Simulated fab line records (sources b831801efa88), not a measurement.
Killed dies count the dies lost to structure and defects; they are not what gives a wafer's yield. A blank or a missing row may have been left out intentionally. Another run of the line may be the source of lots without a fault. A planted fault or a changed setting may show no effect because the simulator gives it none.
Which tool was responsible? :: flow sky130 :: 39 wafers from 13 lots sampled at 4 of the route's 708 steps

WHAT EACH GAUGE READ, for each wafer
SKY_POLY_GATE_CD_MEAS_13: target cd 150 nm. Usual: cd-nm at 150.1 nm, with a standard deviation of 1.3.
lot: L696
measured: day 17 00:22
on: cd-sem-02
cd-nm (nm): 150.3 150.4 150.8
flag: 

lot: L697
measured: day 17 00:38
on: cd-sem-01
cd-nm (nm): 152.4 152.5 152.6
flag: 

lot: L704
measured: day 19 18:31
on: cd-sem-01
cd-nm (nm): 151.8 151.8 151.0
flag: 

lot: L706
measured: day 20 08:43
on: cd-sem-02
cd-nm (nm): 151.6 151.3 150.5
flag: 

lot: L708
measured: day 21 13:23
on: cd-sem-01
cd-nm (nm): 151.6 150.9 150.2
flag: 

lot: L710
measured: day 22 11:32
on: cd-sem-01
cd-nm (nm): 150.2 151.3 149.5
flag: 

lot: L711
measured: day 22 09:58
on: cd-sem-02
cd-nm (nm): 148.2 147.6 146.9
flag: 

lot: L713
measured: day 23 21:46
on: cd-sem-01
cd-nm (nm): 150.3 149.0 150.8
flag: 

lot: L714
measured: day 24 00:05
on: cd-sem-01
cd-nm (nm): 150.9 150.2 149.3
flag: 

lot: L715
measured: day 24 00:25
on: cd-sem-02
cd-nm (nm): 150.4 148.9 149.6
flag: 

lot: L716
measured: day 24 00:29
on: cd-sem-01
cd-nm (nm): 151.1 151.1 153.2
flag: 

lot: L717
measured: day 24 06:56
on: cd-sem-02
cd-nm (nm): 151.4 150.9 150.3
flag: 

lot: L718
measured: day 24 11:49
on: cd-sem-01
cd-nm (nm): 149.6 149.9 150.5
flag: 

SKY_POLY_GATE_CD_MEAS_22. Usual: cd-nm at 150.2 nm, with a standard deviation of 2.8.
lot: L696
measured: day 17 08:01
on: cd-sem-01
cd-nm (nm): 148.7 151.1 154.3
flag: 

lot: L697
measured: day 17 08:03
on: cd-sem-02
cd-nm (nm): 154.5 150.9 153.6
flag: 

lot: L704
measured: day 19 20:22
on: cd-sem-01
cd-nm (nm): 148.4 153.1 148.0
flag: 

lot: L706
measured: day 20 11:27
on: cd-sem-01
cd-nm (nm): 151.1 152.1 151.1
flag: 

lot: L708
measured: day 21 15:14
on: cd-sem-01
cd-nm (nm): 154.9 151.8 150.8
flag: 

lot: L710
measured: day 22 13:23
on: cd-sem-01
cd-nm (nm): 149.1 149.4 150.1
flag: 

lot: L711
measured: day 22 11:57
on: cd-sem-02
cd-nm (nm): 148.6 150.6 151.1
flag: 

lot: L713
measured: day 23 23:37
on: cd-sem-01
cd-nm (nm): 149.2 150.8 154.3
flag: 

lot: L714
measured: day 24 01:56
on: cd-sem-02
cd-nm (nm): 151.6 145.5 148.3
flag: 

lot: L715
measured: day 24 02:17
on: cd-sem-02
cd-nm (nm): 151.4 150.2 151.9
flag: 

lot: L716
measured: day 24 03:16
on: cd-sem-02
cd-nm (nm): 151.3 147.2 152.7
flag: 

lot: L717
measured: day 24 08:47
on: cd-sem-02
cd-nm (nm): 150.6 153.6 148.5
flag: 

lot: L718
measured: day 24 13:43
on: cd-sem-02
cd-nm (nm): 150.5 146.5 147.0
flag: 

WHAT TOOL EACH LOT RAN ON (gives the tool, then ch and the chambers of the sampled wafers, and finally the start)
lot: L696
SKY_SONOS_ONO_ETCH_15: rie-diel-01 ch 0,3, day 13 02:56
SKY_POLY_GATE_SOFTBAKE_09: litho-track-02 ch 0, day 16 09:00

lot: L697
SKY_SONOS_ONO_ETCH_15: rie-diel-03 ch 1,2,3, day 13 03:29
SKY_POLY_GATE_SOFTBAKE_09: litho-track-01 ch 0, day 16 10:00

lot: L704
SKY_SONOS_ONO_ETCH_15: rie-diel-03 ch 1,3, day 15 12:26
SKY_POLY_GATE_SOFTBAKE_09: litho-track-01 ch 0, day 19 02:00

lot: L706
SKY_SONOS_ONO_ETCH_15: rie-diel-03 ch 0,2,3, day 16 04:17
SKY_POLY_GATE_SOFTBAKE_09: litho-track-01 ch 0, day 19 17:00

lot: L708
SKY_SONOS_ONO_ETCH_15: rie-diel-02 ch 0,2, day 17 03:29
SKY_POLY_GATE_SOFTBAKE_09: litho-track-02 ch 0, day 20 22:00

lot: L710
SKY_SONOS_ONO_ETCH_15: rie-diel-02 ch 0,2, day 18 01:44
SKY_POLY_GATE_SOFTBAKE_09: litho-track-02 ch 0, day 21 20:00

lot: L711
SKY_SONOS_ONO_ETCH_15: rie-diel-01 ch 0,1,3, day 18 01:59
SKY_POLY_GATE_SOFTBAKE_09: litho-track-02 ch 0, day 21 18:00

lot: L713
SKY_SONOS_ONO_ETCH_15: rie-diel-02 ch 0,3, day 18 21:55
SKY_POLY_GATE_SOFTBAKE_09: litho-track-02 ch 0, day 23 06:00

lot: L714
SKY_SONOS_ONO_ETCH_15: rie-diel-03 ch 0,2,3, day 19 08:53
SKY_POLY_GATE_SOFTBAKE_09: litho-track-04 ch 0, day 23 07:00

lot: L715
SKY_SONOS_ONO_ETCH_15: rie-diel-02 ch 1,2, day 19 09:37
SKY_POLY_GATE_SOFTBAKE_09: litho-track-02 ch 0, day 23 08:00

lot: L716
SKY_SONOS_ONO_ETCH_15: rie-diel-03 ch 1,2, day 19 20:32
SKY_POLY_GATE_SOFTBAKE_09: litho-track-01 ch 0, day 23 08:00

lot: L717
SKY_SONOS_ONO_ETCH_15: rie-diel-03 ch 0,1,3, day 20 01:46
SKY_POLY_GATE_SOFTBAKE_09: litho-track-02 ch 0, day 23 15:00

lot: L718
SKY_SONOS_ONO_ETCH_15: rie-diel-03 ch 2,3, day 20 10:28
SKY_POLY_GATE_SOFTBAKE_09: litho-track-04 ch 0, day 23 20:00
- SKY_SONOS_ONO_ETCH_15: etches the open film in CHF3/O2, target depth 19.52 nm, time 7.8 s.
- SKY_POLY_GATE_SOFTBAKE_09: time 90 s.

AS READ BY THE TOOLS THEMSELVES (means over the sampled wafers that have a number; for cases with no such wafer, the mark the record gives instead)
SKY_SONOS_ONO_ETCH_15. Usual: O2_flow_sccm 4.999 sccm, standard deviation 0.016; chamber-pressure-mTorr 40.00 mTorr, standard deviation 0.037; drypump-motor-current-A 5.3 A, standard deviation 0.34; oes-product-au 1.000 a.u., standard deviation 0.011; throttle-valve-pct 8.825 %, standard deviation 0.01.
lot: L696
tool: rie-diel-01
O2_flow_sccm (sccm): 5.003
chamber-pressure-mTorr (mTorr): 39.98
drypump-motor-current-A (A): 5.9
oes-product-au (a.u.): 1.007
throttle-valve-pct (%): 8.823
flag: 

lot: L697
tool: rie-diel-03
O2_flow_sccm (sccm): 5.003
chamber-pressure-mTorr (mTorr): 40.02
drypump-motor-current-A (A): 5.3
oes-product-au (a.u.): 0.997
throttle-valve-pct (%): 8.823
flag: 

lot: L704
tool: rie-diel-03
O2_flow_sccm (sccm): 5.005
chamber-pressure-mTorr (mTorr): 40.02
drypump-motor-current-A (A): 5.4
oes-product-au (a.u.): 0.993
throttle-valve-pct (%): 8.820
flag: 

lot: L706
tool: rie-diel-03
O2_flow_sccm (sccm): 5.012
chamber-pressure-mTorr (mTorr): 39.99
drypump-motor-current-A (A): 5.2
oes-product-au (a.u.): 1.010
throttle-valve-pct (%): 8.817
flag: 

lot: L708
tool: rie-diel-02
O2_flow_sccm (sccm): 4.994
chamber-pressure-mTorr (mTorr): 40.01
drypump-motor-current-A (A): 5.5
oes-product-au (a.u.): 1.007
throttle-valve-pct (%): 8.833
flag: 

lot: L710
tool: rie-diel-02
O2_flow_sccm (sccm): 5.008
chamber-pressure-mTorr (mTorr): 40.02
drypump-motor-current-A (A): 5.5
oes-product-au (a.u.): 1.020
throttle-valve-pct (%): 8.832
flag: 

lot: L711
tool: rie-diel-01
O2_flow_sccm (sccm): 5.001
chamber-pressure-mTorr (mTorr): 40.04
drypump-motor-current-A (A): 5.7
oes-product-au (a.u.): 0.999
throttle-valve-pct (%): 8.821
flag: 

lot: L713
tool: rie-diel-02
O2_flow_sccm (sccm): 5.014
chamber-pressure-mTorr (mTorr): 40.01
drypump-motor-current-A (A): 4.7
oes-product-au (a.u.): 1.004
throttle-valve-pct (%): 8.821
flag: 

lot: L714
tool: rie-diel-03
O2_flow_sccm (sccm): 4.994
chamber-pressure-mTorr (mTorr): 40.00
drypump-motor-current-A (A): 5.2
oes-product-au (a.u.): 0.993
throttle-valve-pct (%): 8.827
flag: 

lot: L715
tool: rie-diel-02
O2_flow_sccm (sccm): 5.007
chamber-pressure-mTorr (mTorr): 39.98
drypump-motor-current-A (A): 5.5
oes-product-au (a.u.): 0.994
throttle-valve-pct (%): 8.820
flag: 

lot: L716
tool: rie-diel-03
O2_flow_sccm (sccm): 4.976
chamber-pressure-mTorr (mTorr): 39.97
drypump-motor-current-A (A): 5.3
oes-product-au (a.u.): 0.994
throttle-valve-pct (%): 8.822
flag: 

lot: L717
tool: rie-diel-03
O2_flow_sccm (sccm): 4.990
chamber-pressure-mTorr (mTorr): 40.02
drypump-motor-current-A (A): 5.3
oes-product-au (a.u.): 0.995
throttle-valve-pct (%): 8.817
flag: 

lot: L718
tool: rie-diel-03
O2_flow_sccm (sccm): 4.995
chamber-pressure-mTorr (mTorr): 40.00
drypump-motor-current-A (A): 5.2
oes-product-au (a.u.): 0.994
throttle-valve-pct (%): 8.826
flag: 

SKY_POLY_GATE_SOFTBAKE_09. Usual: heater-power-total-W 57.36 W, standard deviation 0.11; plate-temp-C 99.97 C, standard deviation 0.11; resist-line-temp-C 23.00 C, standard deviation 0.11.
lot: L696
tool: litho-track-02
heater-power-total-W (W): 57.40
plate-temp-C (C): 99.95
resist-line-temp-C (C): 23.00
flag: 

lot: L697
tool: litho-track-01
heater-power-total-W (W): 57.28
plate-temp-C (C): 100.09
resist-line-temp-C (C): 23.12
flag: 

lot: L704
tool: litho-track-01
heater-power-total-W (W): 53.34
plate-temp-C (C): 94.90
resist-line-temp-C (C): 22.92
flag: OFF

lot: L706
tool: litho-track-01
heater-power-total-W (W): 53.27
plate-temp-C (C): 94.78
resist-line-temp-C (C): 23.18
flag: OFF

lot: L708
tool: litho-track-02
heater-power-total-W (W): 57.34
plate-temp-C (C): 100.01
resist-line-temp-C (C): 23.08
flag: 

lot: L710
tool: litho-track-02
heater-power-total-W (W): 57.45
plate-temp-C (C): 100.08
resist-line-temp-C (C): 22.91
flag: 

lot: L711
tool: litho-track-02
heater-power-total-W (W): 57.35
plate-temp-C (C): 99.88
resist-line-temp-C (C): 22.99
flag: 

lot: L713
tool: litho-track-02
heater-power-total-W (W): 57.39
plate-temp-C (C): 99.89
resist-line-temp-C (C): 23.03
flag: 

lot: L714
tool: litho-track-04
heater-power-total-W (W): 57.41
plate-temp-C (C): 100.04
resist-line-temp-C (C): 23.00
flag: 

lot: L715
tool: litho-track-02
heater-power-total-W (W): 57.44
plate-temp-C (C): 100.16
resist-line-temp-C (C): 22.99
flag: 

lot: L716
tool: litho-track-01
heater-power-total-W (W): 57.36
plate-temp-C (C): 99.95
resist-line-temp-C (C): 22.99
flag: 

lot: L717
tool: litho-track-02
heater-power-total-W (W): 57.30
plate-temp-C (C): 99.84
resist-line-temp-C (C): 22.97
flag: 

lot: L718
tool: litho-track-04
heater-power-total-W (W): 57.46
plate-temp-C (C): 100.02
resist-line-temp-C (C): 22.94
flag: 

THE ANSWER, worked out from the rows above alone
Rule: take the mean of a lot's wafers that have a number; if it is more than 3 standard deviations from the usual mean, the lot is off. Also off: a lot with no number at a reading for which 4 or more lots have one. The other lots that the step has rows for count as sound. After the gauges, taken in route order, come the tools' own readings; for these a lot's mean is taken, as printed above. The first step at which some lot is off is used, and at that step the reading that is off furthest; a lot without a number counts as furthest.
Off, at SKY_POLY_GATE_SOFTBAKE_09 on plate-temp-C: L704, L706.
A tool fits if, at that step or a process step before it, it ran every lot that is off, and no sound lot after the first of them. Of those tried, none fits.

WHAT HAD BEEN PUT IN BY THE SIMULATOR
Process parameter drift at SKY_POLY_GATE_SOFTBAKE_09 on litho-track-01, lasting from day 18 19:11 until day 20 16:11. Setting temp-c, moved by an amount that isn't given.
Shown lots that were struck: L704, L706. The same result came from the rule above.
